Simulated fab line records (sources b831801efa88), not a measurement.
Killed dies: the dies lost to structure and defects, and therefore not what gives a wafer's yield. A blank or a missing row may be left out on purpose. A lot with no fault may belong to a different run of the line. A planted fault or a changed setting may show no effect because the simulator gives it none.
fab line records	flow sky130
[record] lots = 6	wafers = 18	lastDay = 50
route steps=708 shown LDD_HVP@287 LDD_LDN@289 PAD_OPEN@708
lots untouched by any fault: they come from a run of this same line in which no faults occurred
startH: hours from the record's opening day to when the first of the lot's shown wafers began	waitH: hours elapsed since this lot's preceding step	" identical to the entry in the row above	L1.1+2: a single row standing in for several wafers	- no value, or no start was given	* or withheld: withheld	< > ~ a bound
route shown NAME@n: a module of which the file shows steps, and the number in the route of the first	usual: the fault-free wafers' mean and standard deviation	same: alike in all rows	chamber/n: place in a boat	sites: each site's reading	_std_site: how widely they spread, as a standard deviation	_edge_site: inner sites' mean taken away from outer sites' mean	radiusMm: how far each site lies from the wafer's centre	mask NAME#n: copy n	behind: the most recent tool/chamber to have shaped the wafer	hold: what put the lot on hold/how long, in hours/how the hold closed	device: whichever transistor did not switch (one of n, p or np)	end of line: the same wafers' tests at the end of the route	a step given without rows: its recipe and nothing more	killed: not the wafer's yield, but the dies lost to structure and defects at the first sort	map: the dies of a wafer, with x for killed, . for not killed, _ for no die there
set.NAME: setting as actually run; set.NAME@STEP: the setting as run at that earlier step	model.NAME: the simulator's own value behind a step, which no gauge read
lots seen at some steps along the route; tables by step, rows by wafer
services: a tool's chamber out of use, with start hour (startH, from the record's first day; less than 0 if before it), hours out, and reason
[[steps]]
[step SKY_LDD_HVP_STRIP_09]
[recipe] chemistry = O2/N2	powerW = 1400	pressureMtorr = 1500	platenTempC = withheld	o2FlowSccm = 3000	n2FlowSccm = 300	overashFraction = 0.5
[usual] drypumpMotorCurrentA = 5.8/0.52	oesProductAu = 0.409/0.0049	stripTimeToEndpointS = 4.134/0.014
lot.wafer	tool	chamber	startH	waitH	drypumpMotorCurrentA	oesProductAu	rfHoursCounterH	stripTimeToEndpointS
L139.1	plasmaAsher-02	0	511.09	0.1	5.1	0.406	78	4.117
L139.5	"	1	"	"	6.4	0.416	-	4.151
L139.6	"	0	"	"	5.1	0.409	-	4.155
L140.1	plasmaAsher-03	0	519.54	0.1	5.2	0.407	42	4.148
L140.3	"	0	"	"	5.2	0.410	-	4.141
L140.5	"	1	"	"	6.3	0.412	-	4.152
L152.1	plasmaAsher-02	1	630.09	0.1	6.4	0.401	90	4.126
L152.5	"	1	"	"	6.4	0.408	-	4.141
L152.6	"	0	"	"	5.1	0.401	-	4.112
L154.1	plasmaAsher-04	0	638.40	0.1	5.9	0.413	18	4.101
L154.4	"	0	"	"	5.9	0.418	-	4.147
L154.5	"	1	"	"	5.7	0.402	-	4.126
L155.2	plasmaAsher-04	1	642.80	0.1	5.7	0.413	19	4.140
L155.5	"	0	"	"	5.9	0.419	-	4.145
L155.6	"	1	"	"	5.7	0.414	-	4.139
L158.3	plasmaAsher-02	0	668.68	0.1	5.1	0.415	-	4.103
L158.4	"	1	"	"	6.5	0.406	-	4.117
L158.6	"	0	"	"	5.1	0.413	-	4.125
[step SKY_LDD_HVP_TW_MEAS_10]
[usual] LDD_HVP_TW = 457/4
lot.wafer	tool	chamber	startH	waitH	LDD_HVP_TW
L139.1	filmMetro-02	-	511.19	0.1	456
L139.5	"	-	"	"	456
L139.6	"	-	"	"	455
L140.1	filmMetro-01	-	519.64	0.1	456
L140.3	"	-	"	"	455
L140.5	"	-	"	"	456
L152.1	filmMetro-01	-	630.19	0.1	455
L152.5	"	-	"	"	452
L152.6	"	-	"	"	455
L154.1	filmMetro-01	-	638.50	0.1	454
L154.4	"	-	"	"	457
L154.5	"	-	"	"	455
L155.2	filmMetro-01	-	642.91	0.1	454
L155.5	"	-	"	"	456
L155.6	"	-	"	"	456
L158.3	filmMetro-03	-	668.77	0.1	459
L158.4	"	-	"	"	460
L158.6	"	-	"	"	462
[step SKY_LDD_LDN_DEHYDRATE_00]
[recipe] tempC = 200	timeS = 60
[step SKY_LDD_LDN_HMDS_01]
[recipe] primeTimeS = 60	primeTempC = 120
[step SKY_LDD_LDN_COAT_02]
[recipe] resist = NOVOLAK	spinRpm = 3000	resistThkNm = 1140
[step SKY_LDD_LDN_SOFTBAKE_03]
[recipe] tempC = 90	timeS = 60	resist = NOVOLAK
[step SKY_LDD_LDN_EXPOSE_04]
[recipe] maskId = LDNTM	na = 0.6	sourceShape = conventional	sigmaOuter = 0.6	polarization = unpolarized	targetCdNm = 700	doseMj = 140
[step SKY_LDD_LDN_PEB_05]
[recipe] tempC = withheld	timeS = *	resist = NOVOLAK
[step SKY_LDD_LDN_DEVELOP_06]
[recipe] resist = NOVOLAK	developer = TMAH	developTimeS = 60	devTempC = 23
[step SKY_LDD_LDN_OVL_MEAS_07]
[usual] LDD_LDN_OVL = 0.2/1.2
lot.wafer	tool	chamber	startH	waitH	LDD_LDN_OVL[nm]
L139.1	overlay-02	-	540.97	0.1	-1.2
L139.5	"	-	"	"	-1.3
L139.6	"	-	"	"	-1.5
L140.1	overlay-01	-	549.81	0.1	1.3
L140.3	"	-	"	"	-0.4
L140.5	"	-	"	"	0.3
L152.1	overlay-01	-	657.36	0.1	0.2
L152.5	"	-	"	"	1.1
L152.6	"	-	"	"	0.8
L154.1	overlay-02	-	665.21	0.1	0.2
L154.4	"	-	"	"	1.2
L154.5	"	-	"	"	0.4
L155.2	overlay-01	-	669.26	0.1	-1.1
L155.5	"	-	"	"	0.4
L155.6	"	-	"	"	-1.5
L158.3	overlay-02	-	697.27	0.1	1.5
L158.4	"	-	"	"	0.1
L158.6	"	-	"	"	0.1
[step SKY_LDD_LDN_IMPLANT_08]
[recipe] species = As	energyKev = 15	doseCm2 = 1.25e+13	tiltDeg = withheld	rotationDeg = 23
[step SKY_LDD_LDN_IMPLANT_09]
[recipe] species = As	energyKev = 15	doseCm2 = 1.25e+13	tiltDeg = withheld	rotationDeg = 113
[step SKY_LDD_LDN_IMPLANT_10]
[recipe] species = As	energyKev = 15	doseCm2 = 1.25e+13	tiltDeg = withheld	rotationDeg = 203
lot.wafer	tool	chamber	startH	waitH
L139.1+5+6	implanter-03	0	541.30	0.1
L139.1+5+6	implanter-03	0	541.62	0.3
L140.1+3+5	implanter-03	0	550.14	0.1
L140.1+3+5	implanter-03	0	550.46	0.3
L152.1+5+6	implanter-03	0	657.69	0.1
L154.1+4+5	implanter-03	0	665.54	0.1
L155.2+5+6	implanter-01	0	669.62	0.1
L158.3+4+6	implanter-04	0	697.64	0.1
[step SKY_LDD_LDN_IMPLANT_11]
[recipe] species = As	energyKev = 15	doseCm2 = 1.25e+13	tiltDeg = withheld	rotationDeg = 293
[step SKY_LDD_LDN_STRIP_12]
[recipe] chemistry = O2/N2	powerW = 1400	pressureMtorr = 1500	platenTempC = withheld	o2FlowSccm = 3000	n2FlowSccm = 300	overashFraction = 0.5
[usual] drypumpMotorCurrentA = 5.8/0.38	oesProductAu = 0.715/0.0046	stripTimeToEndpointS = 14.18/0.045
lot.wafer	tool	chamber	startH	waitH	drypumpMotorCurrentA	oesProductAu	rfHoursCounterH	stripTimeToEndpointS
L139.1	plasmaAsher-01	0	541.92	0.1	6.1	0.710	72	14.12
L139.5	"	0	"	"	6.2	0.714	-	14.19
L139.6	"	1	"	"	5.2	0.714	-	14.15
L140.1	plasmaAsher-01	0	550.76	0.1	6.1	0.717	73	14.13
L140.3	"	1	"	"	5.3	0.710	-	14.13
L140.5	"	0	"	"	6.1	0.717	-	14.14
L152.1	plasmaAsher-04	1	657.99	0.1	5.7	0.717	20	14.10
L152.5	"	1	"	"	5.7	0.721	-	14.14
L152.6	"	0	"	"	5.9	0.711	-	14.11
L154.1	plasmaAsher-04	1	665.84	0.1	5.7	0.717	21	14.20
L154.4	"	0	"	"	5.9	0.710	-	14.23
L154.5	"	0	"	"	5.9	0.714	-	14.21
L155.2	plasmaAsher-04	1	669.89	0.1	5.7	0.713	22	14.15
L155.5	"	0	"	"	5.9	0.719	-	14.16
L155.6	"	1	"	"	5.8	0.713	-	14.13
L158.3	plasmaAsher-03	0	697.93	0.1	5.2	0.726	-	14.13
L158.4	"	1	"	"	6.3	0.719	-	14.08
L158.6	"	1	"	"	6.3	0.720	-	14.15
[step SKY_LDD_LDN_TW_MEAS_13]
[usual] LDD_LDN_TW = 1463/9.7
lot.wafer	tool	chamber	startH	waitH	LDD_LDN_TW
L139.1	filmMetro-04	-	542.02	0.1	1560
L139.5	"	-	"	"	1565
L139.6	"	-	"	"	1554
L140.1	filmMetro-04	-	550.86	0.1	1564
L140.3	"	-	"	"	1551
L140.5	"	-	"	"	1556
L152.1	filmMetro-04	-	658.09	0.1	1456
L152.5	"	-	"	"	1458
L152.6	"	-	"	"	1458
L154.1	filmMetro-04	-	665.94	0.1	1453
L154.4	"	-	"	"	1461
L154.5	"	-	"	"	1452
L155.2	filmMetro-04	-	670.00	0.1	1461
L155.5	"	-	"	"	1452
L155.6	"	-	"	"	1465
L158.3	filmMetro-04	-	698.01	0.1	1445
L158.4	"	-	"	"	1449
L158.6	"	-	"	"	1452
[step SKY_LDD_LDN_CLEAN_14]
[recipe] chemistry = SC1/SC2	mix = 1:4:20	tempC = 70	timeS = 150	dry = n2Spin
[step SKY_PAD_OPEN_PROBE_99]
[usual] killed_at_M0_to_M3 = 42/6.8	killed_at_M4_up = 3.2/1.8	killedAtContacts = 25/5.4	killedAtFrontEnd = 15/4.5	killedAtOther = 0.3/0.56	killedDies = 85/9.7	killedOpen = 46/7.1	killedShort = 39/6.5
[same] grossDies = 492	killedAtBackSide = 0
lot.wafer	tool	chamber	startH	waitH	killed_at_M0_to_M3	killed_at_M4_up	killedAtContacts	killedAtFrontEnd	killedAtOther	killedDies	killedOpen	killedShort	model.etest.tipSonos.rsOhmSq
L139.1	prober-01	-	1086.48	0.1	49	4	27	22	0	102	52	50	2357
L139.5	prober-01	-	1086.68	0.2	33	4	22	16	0	75	44	31	2362
L139.6	prober-01	-	1086.73	0.2	41	4	29	13	0	87	39	48	2429
L140.1	prober-02	-	1094.63	0.1	53	2	21	22	0	98	53	45	2319
L140.3	prober-02	-	1094.73	0.2	42	4	33	7	0	86	48	38	2262
L140.5	prober-02	-	1094.83	0.2	48	3	35	10	0	96	49	47	2304
L152.1	prober-01	-	1170.98	0.1	43	1	19	11	0	74	43	31	2764
L152.5	prober-01	-	1171.18	0.2	40	4	20	21	0	85	49	36	2721
L152.6	prober-01	-	1171.23	0.2	37	6	19	15	0	77	40	37	2769
L154.1	prober-01	-	1172.93	0.1	45	3	33	10	0	91	55	36	2628
L154.4	prober-01	-	1173.08	0.2	51	3	31	20	1	106	49	57	2573
L154.5	prober-01	-	1173.13	0.2	40	4	31	11	0	86	49	37	2644
L155.2	prober-01	-	1174.33	0.1	42	3	28	19	1	93	58	35	2684
L155.5	prober-01	-	1174.48	0.2	41	2	20	22	0	85	50	35	2624
L155.6	prober-01	-	1174.53	0.2	47	2	27	14	1	91	56	35	2634
L158.3	prober-02	-	1190.72	0.2	33	3	27	11	0	74	38	36	2715
L158.4	prober-02	-	1190.77	0.2	50	1	26	13	0	90	45	45	2710
L158.6	prober-02	-	1190.87	0.2	47	5	19	13	1	85	48	36	2708
// killed by level:class
L139.1 VIA1:geometricParticle:open=11 CONTACT:geometricParticle:open=9 METAL2:geometricParticle:short=7 CONTACT:geometricParticle:short=7 POLY_GATE:geometricParticle:open=6 VIA2:geometricParticle:short=6 LI_CONTACT:geometricParticle:open=6 METAL1:geometricParticle:short=6
L139.5 VIA1:geometricParticle:open=8 FIELD_ISO:geometricParticle:short=7 LI_CONTACT:geometricParticle:open=7 VIA2:geometricParticle:open=7 CONTACT:geometricParticle:open=6 CONTACT:geometricParticle:short=4 POLY_GATE:geometricParticle:open=4 METAL4:geometricParticle:short=4
L139.6 VIA1:geometricParticle:short=11 LI_CONTACT:geometricParticle:open=8 CONTACT:geometricParticle:open=8 CONTACT:geometricParticle:short=7 VIA2:geometricParticle:open=7 FIELD_ISO:geometricParticle:short=5 METAL2:geometricParticle:short=5 FIELD_ISO:geometricParticle:open=4
L140.1 VIA1:geometricParticle:open=10 METAL2:geometricParticle:short=10 CONTACT:geometricParticle:open=8 VIA2:geometricParticle:open=8 VIA1:geometricParticle:short=8 SPACER:geometricParticle:open=6 LI_CONTACT:geometricParticle:open=6 POLY_GATE:geometricParticle:short=5
L140.3 CONTACT:geometricParticle:open=15 METAL2:geometricParticle:short=12 LI_CONTACT:geometricParticle:open=9 VIA1:geometricParticle:open=8 CONTACT:geometricParticle:short=5 VIA2:geometricParticle:open=5 METAL4:geometricParticle:short=4 VIA3:geometricParticle:open=4
L140.5 LI_CONTACT:geometricParticle:open=13 METAL2:geometricParticle:short=11 CONTACT:geometricParticle:open=10 VIA1:geometricParticle:open=7 VIA2:geometricParticle:open=5 VIA3:geometricParticle:open=5 FIELD_ISO:geometricParticle:short=4 LI_CONTACT:geometricParticle:short=4
L152.1 VIA1:geometricParticle:open=12 CONTACT:geometricParticle:open=6 VIA3:geometricParticle:open=6 CONTACT:geometricParticle:short=6 VIA2:geometricParticle:open=6 LI_CONTACT:geometricParticle:open=5 METAL1:geometricParticle:short=5 VIA1:geometricParticle:short=4
L152.5 VIA2:geometricParticle:open=11 POLY_GATE:geometricParticle:open=7 LI_CONTACT:geometricParticle:open=7 VIA1:geometricParticle:open=6 METAL1:geometricParticle:short=6 VIA3:geometricParticle:open=6 FIELD_ISO:geometricParticle:short=5 LOCAL_INTERCONNECT:geometricParticle:short=5
L152.6 VIA3:geometricParticle:open=8 CONTACT:geometricParticle:short=6 CONTACT:geometricParticle:open=6 VIA2:geometricParticle:open=6 POLY_GATE:geometricParticle:short=5 FIELD_ISO:geometricParticle:short=4 LI_CONTACT:geometricParticle:open=4 METAL4:geometricParticle:short=4
L154.1 CONTACT:geometricParticle:open=15 METAL2:geometricParticle:short=10 VIA2:geometricParticle:open=9 LI_CONTACT:geometricParticle:open=7 VIA1:geometricParticle:open=6 METAL1:geometricParticle:short=6 CONTACT:geometricParticle:short=5 POLY_GATE:geometricParticle:open=4
L154.4 CONTACT:geometricParticle:open=12 METAL2:geometricParticle:short=11 VIA3:geometricParticle:open=8 VIA3:geometricParticle:short=8 LI_CONTACT:geometricParticle:open=7 FIELD_ISO:geometricParticle:short=6 VIA1:geometricParticle:short=6 POLY_GATE:geometricParticle:short=5
L154.5 CONTACT:geometricParticle:open=11 LI_CONTACT:geometricParticle:open=8 VIA3:geometricParticle:open=8 VIA2:geometricParticle:open=7 LOCAL_INTERCONNECT:geometricParticle:short=6 VIA1:geometricParticle:open=6 METAL2:geometricParticle:short=5 VIA1:geometricParticle:short=4
L155.2 FIELD_ISO:geometricParticle:open=14 LI_CONTACT:geometricParticle:open=12 VIA1:geometricParticle:open=10 METAL2:geometricParticle:short=8 CONTACT:geometricParticle:open=8 VIA3:geometricParticle:open=4 CONTACT:geometricParticle:short=4 METAL1:geometricParticle:short=4
L155.5 VIA1:geometricParticle:open=9 CONTACT:geometricParticle:open=8 VIA2:geometricParticle:open=8 METAL1:geometricParticle:short=7 LI_CONTACT:geometricParticle:open=6 FIELD_ISO:geometricParticle:open=5 METAL2:geometricParticle:short=5 POLY_GATE:geometricParticle:open=4
L155.6 CONTACT:geometricParticle:open=11 LI_CONTACT:geometricParticle:open=10 VIA2:geometricParticle:open=8 METAL1:geometricParticle:short=8 VIA1:geometricParticle:open=7 FIELD_ISO:geometricParticle:open=6 METAL2:geometricParticle:short=4 VIA2:geometricParticle:short=4
L158.3 LI_CONTACT:geometricParticle:open=8 CONTACT:geometricParticle:open=8 VIA3:geometricParticle:short=6 VIA1:geometricParticle:short=6 POLY_GATE:geometricParticle:open=5 LI_CONTACT:geometricParticle:short=5 VIA1:geometricParticle:open=5 FIELD_ISO:geometricParticle:open=4
L158.4 CONTACT:geometricParticle:open=14 VIA1:geometricParticle:open=10 METAL1:geometricParticle:short=8 METAL2:geometricParticle:short=6 METAL3:geometricParticle:short=6 VIA1:geometricParticle:short=5 VIA3:geometricParticle:open=5 FIELD_ISO:geometricParticle:short=4
L158.6 VIA3:geometricParticle:open=9 CONTACT:geometricParticle:open=7 VIA1:geometricParticle:open=7 VIA2:geometricParticle:open=5 METAL2:geometricParticle:short=5 VIA3:geometricParticle:short=5 FIELD_ISO:geometricParticle:short=3 POLY_GATE:geometricParticle:short=3
[[services]]
tool	chamber	startH	hours	kind
plasmaAsher-01	-	493.01	11.0	repair
implanter-03	-	493.84	1.6	repair
implanter-01	-	505.43	21.1	pm
implanter-04	-	516.77	1.1	repair
implanter-01	-	527.04	5.8	pm
implanter-04	-	530.60	0.6	repair
implanter-03	-	535.65	5.3	pm
implanter-01	-	536.79	6.6	repair
implanter-04	-	541.00	16.7	pm
implanter-04	-	572.44	2.6	repair
implanter-04	-	596.26	6.4	pm
implanter-01	-	606.06	1.5	repair
plasmaAsher-04	-	612.39	9.5	repair
plasmaAsher-01	-	612.99	1.9	repair
plasmaAsher-03	-	617.43	2.5	repair
plasmaAsher-03	-	624.39	2.8	pm
implanter-04	-	689.99	4.4	repair
plasmaAsher-01	-	696.23	2.8	pm
[[key]]
[firstSign] step = SKY_LDD_LDN_IMPLANT_10	reading = visit	direction = added
[effect] step = SKY_LDD_LDN_TW_MEAS_13	reading = LDD_LDN_TW	direction = up	sigmas = 9.8	usual = 1463	struck = 1558
[modelEffect] step = SKY_PAD_OPEN_PROBE_99	value = etest.tipSonos.rsOhmSq	without = 2647	struck = 2339
metAt SKY_LDD_LDN_IMPLANT_10
struckWafers L139.1,L139.5,L139.6,L140.1,L140.3,L140.5
testerLeftOut L139,L140
[fault] kind = repeatedStepWhole	tool = implanter-01,implanter-03,implanter-04	chamber = -	onsetH = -	steps = SKY_LDD_LDN_IMPLANT_10	times = 1	scope = struckLotsOnly
// testerLeftOut: of these lots the tester's yield and bins aren't shown, on N5 and GAA mostly nor the transistor test; their killed dies are dies lost to structure and defects alone, not to doping, threshold or leakage, so they don't give the yield
